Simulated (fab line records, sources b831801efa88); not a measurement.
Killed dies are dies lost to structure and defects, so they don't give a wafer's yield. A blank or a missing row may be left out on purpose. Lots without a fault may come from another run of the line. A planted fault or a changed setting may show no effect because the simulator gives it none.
fab line records | flow sky130
record lots=14 wafers=42 last_day=50
route steps=708 shown FIELD_ISO@17 VT_ADJUST_PCH@152 POLY_GATE@231 LDD_LDN@302
lots that met no fault: from a run of the same line without faults
start_h: hours from the record's first day to the start of the lot's first wafer shown | wait_h: hours since the lot's step before | " the same as in the row above | L1.1+2: a row that stands for several wafers | - no value, or no start given | * or withheld: withheld | < > ~ a bound
route shown NAME@n: a module of which the file shows steps, and the number in the route of the first | usual: mean/standard deviation of fault-free wafers | same: alike in all rows | chamber/n: place in a boat | sites: the reading at each site | _std_site: their standard deviation | _edge_site: outer sites' mean less inner sites' | radius_mm: how far each site lies from the wafer's centre | mask NAME#n: copy n | behind: the tool/chamber that last shaped the wafer | hold: why the lot was held/for how many hours/how that ended | device: the transistor (n, p or np) that didn't switch | end of line: the same wafers' tests at the end of the route | a step without rows: its recipe alone | killed: dies lost to structure and defects at the first sort, not the wafer's yield | map: a wafer's dies, x killed, . not, _ none there
set.NAME: the setting as run; set.NAME@STEP: as run at that earlier step | model.NAME: the simulator's own value behind a step, which no gauge read
steps of the route over a sample of lots; a table a step, a row a wafer
services: from which hour (start_h, from the record's first day; less than 0 if before it) a tool's chamber was out of use, for how many hours, and why
## steps
# step SKY_FIELD_ISO_STRIP_16
# recipe chemistry=O2/N2 power_w=1400 pressure_mtorr=1500 platen_temp_c=withheld o2_flow_sccm=3000 n2_flow_sccm=300 overash_fraction=0.5
# usual drypump_motor_current_A=5.5/0.41 oes_product_au=0.379/0.0049 strip_time_to_endpoint_s=3.56/0.049
# columns lot.wafer tool chamber start_h wait_h drypump_motor_current_A oes_product_au rf_hours_counter_h strip_time_to_endpoint_s
L624.2 plasma_asher-03 1 28.70 0.0 5.1 0.379 35 3.62
L624.3 " 1 " " 5.1 0.379 - 3.59
L624.5 " 0 " " 6.1 0.378 - 3.60
L626.1 plasma_asher-03 0 40.47 0.0 6.1 0.374 36 3.61
L626.4 " 1 " " 5.1 0.381 - 3.51
L626.5 " 0 " " 6.1 0.384 - 3.56
L627.1 plasma_asher-01 1 45.68 0.0 5.0 0.380 35 3.53
L627.2 " 0 " " 5.7 0.374 35 3.52
L627.3 " 0 " " 5.6 0.371 - 3.53
L628.1 plasma_asher-01 1 49.47 0.0 5.0 0.382 35 3.50
L628.3 " 1 " " 5.0 0.376 - 3.54
L628.6 " 0 " " 5.7 0.376 - 3.53
L629.3 plasma_asher-03 1 54.46 0.1 5.1 0.382 - 3.57
L629.5 " 1 " " 5.1 0.383 - 3.58
L629.6 " 0 " " 6.1 0.383 - 3.58
L630.2 plasma_asher-02 1 59.08 0.0 5.8 0.387 39 3.59
L630.5 " 0 " " 5.7 0.379 - 3.61
L630.6 " 1 " " 5.8 0.381 - 3.54
L631.2 plasma_asher-01 0 64.17 0.0 5.7 0.378 37 3.58
L631.4 " 0 " " 5.7 0.381 - 3.54
L631.6 " 0 " " 5.7 0.381 - 3.61
L632.1 plasma_asher-01 1 72.29 0.0 5.0 0.379 37 3.56
L632.2 " 0 " " 5.7 0.384 37 3.62
L632.3 " 0 " " 5.6 0.376 - 3.52
L635.3 plasma_asher-03 1 87.52 0.1 5.1 0.379 - 3.56
L635.4 " 0 " " 6.1 0.382 - 3.60
L635.5 " 0 " " 6.1 0.384 - 3.51
L636.1 plasma_asher-01 0 91.02 0.0 5.7 0.381 39 3.56
L636.2 " 1 " " 4.9 0.383 39 3.62
L636.4 " 1 " " 5.0 0.377 - 3.57
L644.1 plasma_asher-01 1 144.94 0.0 5.0 0.374 46 3.53
L644.4 " 0 " " 5.7 0.384 - 3.50
L644.5 " 1 " " 5.0 0.369 - 3.51
L646.1 plasma_asher-01 0 145.43 0.0 5.7 0.376 46 3.56
L646.3 " 0 " " 5.6 0.380 - 3.66
L646.5 " 1 " " 5.0 0.385 - 3.67
L645.2 plasma_asher-03 1 146.24 0.0 5.1 0.381 3 3.58
L645.5 " 1 " " 5.1 0.386 - 3.63
L645.6 " 0 " " 6.1 0.378 - 3.65
L647.2 plasma_asher-03 1 151.27 0.0 5.1 0.379 4 3.50
L647.3 " 1 " " 5.1 0.379 - 3.54
L647.5 " 1 " " 5.1 0.377 - 3.53
# step SKY_VT_ADJUST_PCH_STRIP_09
# recipe chemistry=O2/N2 power_w=1400 pressure_mtorr=1500 platen_temp_c=withheld o2_flow_sccm=3000 n2_flow_sccm=300 overash_fraction=0.5
# usual drypump_motor_current_A=5.6/0.35 oes_product_au=0.722/0.0044 strip_time_to_endpoint_s=36.94/0.092
# columns lot.wafer tool chamber start_h wait_h drypump_motor_current_A oes_product_au rf_hours_counter_h strip_time_to_endpoint_s
L624.2 plasma_asher-01 1 220.79 0.1 4.9 0.721 54 36.97
L624.3 " 1 " " 4.9 0.723 - 37.18
L624.5 " 1 " " 4.9 0.721 - 37.11
L626.1 plasma_asher-01 0 236.49 0.1 5.7 0.726 56 36.95
L626.4 " 1 " " 5.0 0.720 - 36.99
L626.5 " 1 " " 5.0 0.722 - 36.84
L627.1 plasma_asher-02 1 255.31 0.1 5.8 0.723 58 36.88
L627.2 " 0 " " 5.7 0.728 58 37.00
L627.3 " 1 " " 5.8 0.730 - 36.93
L628.1 plasma_asher-01 0 260.29 0.1 5.7 0.730 58 37.03
L628.3 " 1 " " 5.0 0.719 - 36.88
L628.6 " 0 " " 5.7 0.717 - 36.96
L630.2 plasma_asher-03 0 270.66 0.1 6.1 0.713 13 36.74
L630.5 " 0 " " 6.1 0.726 - 36.70
L630.6 " 1 " " 5.1 0.720 - 36.72
L629.3 plasma_asher-02 1 271.04 0.1 5.8 0.728 - 36.99
L629.5 " 1 " " 5.8 0.723 - 36.98
L629.6 " 0 " " 5.7 0.730 - 37.04
L631.2 plasma_asher-01 1 277.19 0.1 4.9 0.718 60 36.97
L631.4 " 0 " " 5.6 0.723 - 36.95
L631.6 " 0 " " 5.7 0.718 - 36.73
L632.1 plasma_asher-02 0 287.86 0.1 5.7 0.724 60 37.00
L632.2 " 1 " " 5.8 0.716 60 36.96
L632.3 " 0 " " 5.7 0.717 - 36.88
L635.3 plasma_asher-01 1 308.69 0.1 4.9 0.719 - 36.99
L635.4 " 0 " " 5.7 0.720 - 36.92
L635.5 " 0 " " 5.7 0.717 - 37.00
L636.1 plasma_asher-02 1 315.49 0.1 5.8 0.723 63 36.94
L636.2 " 0 " " 5.7 0.723 63 37.05
L636.4 " 1 " " 5.8 0.719 - 36.94
L645.2 plasma_asher-03 0 394.81 0.1 6.1 0.722 25 36.89
L645.5 " 1 " " 5.1 0.723 - 37.01
L645.6 " 0 " " 6.0 0.722 - 37.01
L644.1 plasma_asher-03 1 397.40 0.1 5.1 0.719 25 37.04
L644.4 " 1 " " 5.1 0.714 - 37.00
L644.5 " 0 " " 6.0 0.722 - 37.00
L646.1 plasma_asher-02 0 399.26 0.1 5.7 0.728 71 36.86
L646.3 " 0 " " 5.7 0.724 - 36.80
L646.5 " 0 " " 5.7 0.720 - 36.83
L647.2 plasma_asher-02 0 403.45 0.1 5.7 0.723 72 37.02
L647.3 " 0 " " 5.7 0.727 - 36.88
L647.5 " 0 " " 5.7 0.719 - 36.97
# step SKY_POLY_GATE_ETCH_17
# recipe target_depth_nm=180 stop_on=SiO2 over_etch_frac=0.56667 chemistry=HBr/Cl2 target=poly-Si icp_w=400 bias_w=100 pressure_mtorr=10 HBr_flow_sccm=150 Cl2_flow_sccm=50 time_s=70.5
# usual bias_w=99.99/0.24 drypump_motor_current_A=5.9/0.46 oes_product_au=0.982/0.0092 throttle_valve_pct=33.685/0.0097
# columns lot.wafer tool chamber start_h wait_h bias_w drypump_motor_current_A oes_product_au rf_hours_counter_h throttle_valve_pct
L624.2 rie_si-01 2 364.10 0.0 99.87 5.0 0.992 45 33.671
L624.3 " 1 " " 100.09 6.0 0.991 7 33.684
L624.5 " 3 " " 100.18 6.5 1.005 - 33.684
L626.1 rie_si-01 3 378.11 0.0 99.67 6.4 1.003 17 33.686
L626.4 " 2 " " 100.26 5.0 0.978 45 33.681
L626.5 " 3 " " 100.02 6.4 0.989 - 33.677
L627.1 rie_si-02 2 402.95 0.0 100.01 5.8 0.979 5 33.677
L627.2 " 0 " " 99.98 6.2 0.966 42 33.673
L627.3 " 3 " " 100.39 6.0 0.975 29 33.688
L628.1 rie_si-02 3 405.70 0.0 99.77 5.9 0.983 29 33.696
L628.3 " 0 " " 99.99 6.2 0.976 42 33.687
L628.6 " 3 " " 99.46 5.9 0.971 - 33.694
L630.2 rie_si-02 0 424.16 0.0 99.87 6.1 0.978 42 33.690
L630.5 " 3 " " 99.87 5.9 0.971 - 33.680
L630.6 " 2 " " 100.20 5.8 0.978 - 33.706
L629.3 rie_si-01 3 424.51 0.0 99.66 6.5 0.983 17 33.683
L629.5 " 3 " " 100.21 6.4 0.990 - 33.691
L629.6 " 0 " " 99.86 6.4 0.976 - 33.674
L631.2 rie_si-01 2 432.44 0.0 100.21 5.0 0.996 46 33.687
L631.4 " 3 " " 99.69 6.5 0.997 17 33.691
L631.6 " 3 " " 99.80 6.4 0.990 - 33.681
L632.1 rie_si-01 2 438.46 0.0 99.68 5.0 0.997 46 33.673
L632.2 " 1 " " 99.81 6.0 0.992 8 33.685
L632.3 " 0 " " 100.15 6.5 0.996 53 33.673
L635.3 rie_si-02 2 465.10 0.0 112.08 5.8 0.999 5 33.681
L635.4 " 0 " " 100.03 6.2 0.968 42 33.684
L635.5 " 0 " " 100.14 6.2 0.968 - 33.700
L636.1 rie_si-02 3 476.55 0.0 99.69 6.0 0.975 30 33.683
L636.2 " 0 " " 100.59 6.2 0.983 42 33.675
L636.4 " 2 " " 112.65 5.8 0.991 - 33.680
L646.1 rie_si-02 1 565.04 0.0 99.95 5.4 0.977 12 33.689
L646.3 " 3 " " 99.91 5.9 0.971 30 33.694
L646.5 " 3 " " 99.71 5.9 0.989 - 33.691
L645.2 rie_si-01 1 566.29 0.0 99.91 6.0 0.997 8 33.695
L645.5 " 2 " " 99.93 5.0 0.987 - 33.676
L645.6 " 3 " " 100.11 6.5 0.990 - 33.677
L644.1 rie_si-02 3 567.24 0.0 99.82 5.9 0.965 30 33.685
L644.4 " 2 " " 100.20 5.8 0.988 - 33.702
L644.5 " 1 " " 99.74 5.4 0.977 - 33.689
L647.2 rie_si-02 3 571.55 0.0 100.10 5.9 0.969 30 33.676
L647.3 " 1 " " 99.66 5.4 0.962 12 33.685
L647.5 " 1 " " 100.03 5.4 0.977 - 33.688
# step SKY_LDD_LDN_TW_MEAS_13
# usual LDD_LDN_TW=1472/13
# columns lot.wafer tool chamber start_h wait_h LDD_LDN_TW
L624.2 film_metro-03 - 517.21 0.1 1487
L624.3 " - " " 1482
L624.5 " - " " 1482
L626.1 film_metro-04 - 537.35 0.1 1472
L626.4 " - " " 1466
L626.5 " - " " 1463
L627.1 film_metro-03 - 558.05 0.1 1474
L627.2 " - " " 1488
L627.3 " - " " 1487
L628.1 film_metro-01 - 566.25 0.1 1458
L628.3 " - " " 1462
L628.6 " - " " 1469
L630.2 film_metro-01 - 579.06 0.1 1448
L630.5 " - " " 1452
L630.6 " - " " 1449
L629.3 film_metro-03 - 581.07 0.1 1486
L629.5 " - " " 1488
L629.6 " - " " 1485
L631.2 film_metro-03 - 587.86 0.1 1475
L631.4 " - " " 1492
L631.6 " - " " 1487
L632.1 film_metro-03 - 591.90 0.1 1491
L632.2 " - " " 1486
L632.3 " - " " 1483
L635.3 film_metro-04 - 619.22 0.1 1453
L635.4 " - " " 1454
L635.5 " - " " 1455
L636.1 film_metro-01 - 631.45 0.1 1471
L636.2 " - " " 1474
L636.4 " - " " 1470
L646.1 film_metro-04 - 711.70 0.1 1464
L646.3 " - " " 1462
L646.5 " - " " 1462
L645.2 film_metro-01 - 712.01 0.1 1472
L645.5 " - " " 1470
L645.6 " - " " 1469
L644.1 film_metro-03 - 714.55 0.1 1479
L644.4 " - " " 1475
L644.5 " - " " 1481
L647.2 film_metro-04 - 717.91 0.1 1464
L647.3 " - " " 1462
L647.5 " - " " 1460
## services
# columns tool chamber start_h hours kind
plasma_asher-01 - 26.63 5.6 repair
rie_si-01 1 27.28 7.4 repair
plasma_asher-03 - 29.00 1.6 repair
rie_si-02 - 30.85 3.1 repair
rie_si-01 1 51.53 4.8 repair
rie_si-02 1 71.98 12.8 repair
plasma_asher-02 - 94.04 2.8 pm
plasma_asher-03 - 108.75 9.0 pm
plasma_asher-03 - 110.15 2.1 repair
plasma_asher-03 - 125.23 1.4 repair
plasma_asher-02 - 143.26 14.6 pm
rie_si-01 1 153.74 2.9 repair
rie_si-01 2 182.16 12.6 repair
plasma_asher-03 - 213.92 7.7 repair
plasma_asher-03 - 221.58 14.6 pm
rie_si-02 2 226.88 2.2 repair
plasma_asher-03 - 242.61 3.9 repair
rie_si-02 2 321.14 7.6 repair
plasma_asher-01 - 402.99 1.4 repair
rie_si-02 3 415.90 8.2 repair
plasma_asher-01 - 421.25 9.0 pm
rie_si-02 - 431.30 14.6 pm
rie_si-02 1 470.51 10.4 repair
plasma_asher-02 - 514.95 0.7 repair
## key
first_sign step=SKY_POLY_GATE_ETCH_17 reading=bias_w direction=up sigmas=51 usual=99.99 struck=112.37
effect none on later readings
met_at SKY_POLY_GATE_ETCH_17
struck_lots L635,L636
struck_wafers L635.3,L636.4
sort_left_out L635.3
tester_left_out L635,L636
not_acting_at SKY_FIELD_ISO_STRIP_16,SKY_VT_ADJUST_PCH_STRIP_09,SKY_LDD_LDN_TW_MEAS_13
onset_between 424.16 465.10
fault kind=process_parameter_drift tool=rie_si-02 chamber=2 onset_h=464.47 steps=SKY_POLY_GATE_ETCH_17 channel=bias_w offset=12.409 shape=step end_h=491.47 acts_in=these_recipes_only stated=100
# tester_left_out: of these lots the tester's yield and bins aren't shown, on N5 and GAA mostly nor the transistor test; their killed dies are dies lost to structure and defects alone, not to doping, threshold or leakage, so they don't give the yield
# sort_left_out: the simulated sort isn't trusted on such a fault, so these wafers' sort isn't shown, and their yield isn't known
